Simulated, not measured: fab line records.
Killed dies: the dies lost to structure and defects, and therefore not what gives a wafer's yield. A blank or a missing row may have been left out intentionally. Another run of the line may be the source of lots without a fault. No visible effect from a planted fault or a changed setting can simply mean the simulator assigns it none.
A lot that was struck, set against a sound lot / flow sky130 / 15 steps out of a route of 708
Sound: the wafers L213.1, L213.3, L213.6. The struck wafers were L230.1, L230.3, L230.5. The cause is given at the end.
At each step with rows: each side's tool, then ch and its chambers, then its first start. Under that, the readings that differ: sound wafers / struck wafers / difference of the means / sigmas: that difference in standard deviations of wafers without a fault.
alike: same words and numbers on both sides, and readings whose means sit less than 2 such deviations apart. not compared: any withheld reading, any reading some wafer has no value for, any bound like >300 that may hide the same value, and any number with overlapping values for which the record gives no deviation.
A row with sigmas, a row that says differs or no value, or rows on one side alone: a step with any of these is where the two part. Non-overlapping numbers with no deviation appear without sigmas and do not part them. Lack of a reading on every wafer of one side parts them only where that side has two or more wafers.

first, 4 steps without rows for these wafers: SKY_VIA3_SOFTBAKE_08 (time 90 s); SKY_VIA3_EXPOSE_09 (exposes mask VIM3, target cd 200 nm); SKY_VIA3_PEB_10; SKY_VIA3_DEVELOP_11 (develop time 60 s).
SKY_VIA3_CD_MEAS_12: the cd target is 200 nm.
  sound on cd sem-01, day 41 11:47; struck on cd sem-02, day 45 16:59
  alike: cd nm
SKY_VIA3_OVL_MEAS_13:
  sound on overlay-01, day 41 11:54; struck on overlay-02, day 45 17:06
  alike: VIA3_OVL
SKY_VIA3_ETCH_14: etches BARC in N2/H2, stops on SiO2, time 45.9 s, target depth 60 nm.
  sound on rie diel-02 ch 0,1, day 41 11:56; struck on rie diel-04 ch 0,2,3, day 45 17:08
  alike: drypump motor current A, oes product au, throttle valve pct
  not compared: rf hours counter h
SKY_VIA3_ETCH_15: etches SiO2 in C4F8/O2/Ar, stops on TiN, target depth 507 nm, time 78 s.
  sound on rie diel-02 ch 0,1, day 41 11:59; struck on rie diel-04 ch 0,2,3, day 45 17:10
  alike: oes product au
  not compared: rf hours counter h
SKY_VIA3_STRIP_16: strips in O2/N2.
  sound on plasma asher-01 ch 1, day 41 12:02; struck on plasma asher-01 ch 0,1, day 45 17:14
  alike: drypump motor current A, oes product au, strip time to endpoint s
  not compared: rf hours counter h
then, 3 steps without rows for these wafers: SKY_VIA3_STRIP_17 (strips in post etch residue remover, time 1200 s); SKY_VIA3_CLEAN_18 (cleans in IPA, time 180 s); SKY_VIA3_CLEAN_19 (cleans in O3/DIW).
SKY_VIA3_SPUTTER_20: material TiN, target thk 20 nm, time 80 s.
  sound on pvd sputter-02, day 41 12:38; struck on pvd sputter-01, day 45 17:50
reading=chamber pressure pa (Pa); sound=5.009 5.001 5.002; struck=4.771 4.759 4.773; difference=-0.236; sigmas=-21
reading=model.TiN_of_VIA3_SPUTTER_20.thk nm (nm); sound=19.75 20.03 19.9; struck=20.64 20.35 20.79; difference=+0.70; sigmas=
  alike: throttle valve pct
SKY_VIA3_CVD_21: deposits W, target thk 390 nm, time 117.31 s.
  sound on cvd w-01 ch 0,1, day 41 12:42; struck on cvd w-02 ch 0,1, day 45 17:53
  alike: heater power outer w, heater power w
-- the record jumps here: 5 days lie between the struck wafers' starts before and after (it left off in module VIA3 and takes up again in module PAD_OPEN, whose first step shown is number 708 of the route) --
SKY_PAD_OPEN_PROBE_99:
  sound on prober-02, day 47 12:17; struck on prober-02, day 50 19:55
  alike: defect limited yield, killed_at_M0_to_M3, killed_at_M4_up, killed at contacts, killed at front end, killed at other, killed dies, killed open, killed short, sort_bin_3_pad_short, sort_bin_5_function, sort_bin_6_memory, sort n pass, sort yield pct

WHERE THEY PART
Within this record, at SKY_VIA3_SPUTTER_20 only. Later steps at which nothing parts them and some readings are alike: SKY_VIA3_CVD_21, SKY_PAD_OPEN_PROBE_99.

WHY: what had been put in by the simulator
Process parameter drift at SKY_VIA3_SPUTTER_20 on pvd sputter-01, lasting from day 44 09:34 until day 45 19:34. A move of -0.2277 in setting chamber pressure pa, from 5. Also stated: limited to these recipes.
